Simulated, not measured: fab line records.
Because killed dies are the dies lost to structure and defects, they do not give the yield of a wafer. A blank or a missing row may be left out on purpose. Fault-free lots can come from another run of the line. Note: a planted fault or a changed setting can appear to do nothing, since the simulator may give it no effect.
Chamber matching	flow gf180mcu	GF_PASSIVATION_CVD_02 on pecvd-02 has 3 sister chambers
The step deposits Si3N4, target thk 700 nm, time 486.18 s. 3 wafers are shown with their chamber, then 9 later ones without.

WAFERS PAIRED WITH THEIR CHAMBERS
wafer	chamber	heater_power_w (W)
L084.4	0	755
L090.2	2	735
L090.5	1	734

WAFERS WITH NO CHAMBER GIVEN
wafer	heater_power_w (W)
L093.3	743
L093.4	589
L093.6	725
L094.3	643
L094.4	680
L094.5	716
L095.2	710
L095.3	630
L095.4	606

THE CHAMBER EACH PASSED THROUGH
wafer	from the rows above	in truth
L093.3	can't be placed: 2 or 1 or 0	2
L093.4	can't be placed: 1 or 2 or 0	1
L093.6	can't be placed: 1 or 2 or 0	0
L094.3	can't be placed: 1 or 2 or 0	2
L094.4	can't be placed: 1 or 2 or 0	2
L094.5	can't be placed: 1 or 2 or 0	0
L095.2	can't be placed: 1 or 2 or 0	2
L095.3	can't be placed: 1 or 2 or 0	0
L095.4	can't be placed: 1 or 2 or 0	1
Correct placement for 0 of the 9. Can't be placed from these rows: 9 (the true chamber is among the candidates in 9). Wrongly placed: 0.
How it was worked out, from the rows above alone: a wafer's distance from a chamber is the root of the sum, over the readings, of the square of ((its reading less the chamber's mean) divided by the reading's scatter). If the next closest chamber is less than 2 further off than the closest, the wafer can't be placed; otherwise it belongs to the closest. The mean given for a chamber averages the wafers shown for that chamber. The scatter: with one shown wafer a chamber, the root of the mean of the squares of how far each hidden wafer lies from its nearest shown one.
